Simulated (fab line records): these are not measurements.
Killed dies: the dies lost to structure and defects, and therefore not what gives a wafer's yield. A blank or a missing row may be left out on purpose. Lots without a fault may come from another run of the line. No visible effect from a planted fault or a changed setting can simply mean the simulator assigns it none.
Matching of chambers + flow gf180mcu + GF_V2_CMP_26 on cmp-01: 4 sister chambers
The step polishes, stops on SiO2, t overpolish 15 s, target thk 0 nm. 8 wafers are shown with their chamber, then 9 later ones without.

## EACH WAFER AND ITS CHAMBER
| wafer  | chamber | motorCurrentA (A) | timeToEndpointS (s) |
|--------|---------|-------------------|---------------------|
| L075.1 | 0       | 9.6               | 90                  |
| L076.1 | 0       | 9.6               | 96                  |
| L082.5 | 1       | 11.5              | 87                  |
| L083.5 | 3       | 10.8              | 86                  |
| L083.6 | 2       | 9.3               | 90                  |
| L085.2 | 2       | 9.1               | 91                  |
| L085.4 | 3       | 10.9              | 86                  |
| L085.6 | 1       | 12.2              | 87                  |

## WAFERS WITH NO CHAMBER GIVEN
| wafer  | motorCurrentA (A) | timeToEndpointS (s) |
|--------|-------------------|---------------------|
| L087.1 | 9.9               | 89                  |
| L087.3 | 9.5               | 92                  |
| L087.6 | 9.6               | 96                  |
| L089.1 | 11.7              | 83                  |
| L089.4 | 10.4              | 85                  |
| L089.6 | 9.3               | 87                  |
| L091.1 | 9.2               | 98                  |
| L091.2 | 10.1              | 92                  |
| L091.3 | 11.3              | 85                  |

## WHICH CHAMBER EACH WENT THROUGH
| wafer  | from the rows above          | in truth |
|--------|------------------------------|----------|
| L087.1 | can't be placed: 0 or 2 or 3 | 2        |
| L087.3 | can't be placed: 0 or 2      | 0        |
| L087.6 | can't be placed: 0 or 2      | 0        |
| L089.1 | can't be placed: 1 or 3      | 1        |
| L089.4 | 3                            | 3        |
| L089.6 | can't be placed: 2 or 0      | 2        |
| L091.1 | can't be placed: 0 or 2      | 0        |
| L091.2 | can't be placed: 0 or 2      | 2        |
| L091.3 | can't be placed: 3 or 1      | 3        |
Correct placement for 1 of the 9. Not placeable from these rows: 8 (in 8, the candidates include the true chamber). 0 placed wrongly.
How it was worked out, from the rows above alone: a wafer's distance from a chamber is the root of the sum, over the readings, of the square of ((its reading less the chamber's mean) divided by the reading's scatter). If the next closest chamber is less than 2 further off than the closest, the wafer can't be placed; otherwise it belongs to the closest. A chamber's mean is the mean of its shown wafers. The scatter is the square root of a quotient: the sum, over the shown wafers, of each reading's squared deviation from its chamber's mean, divided by wafers minus chambers.
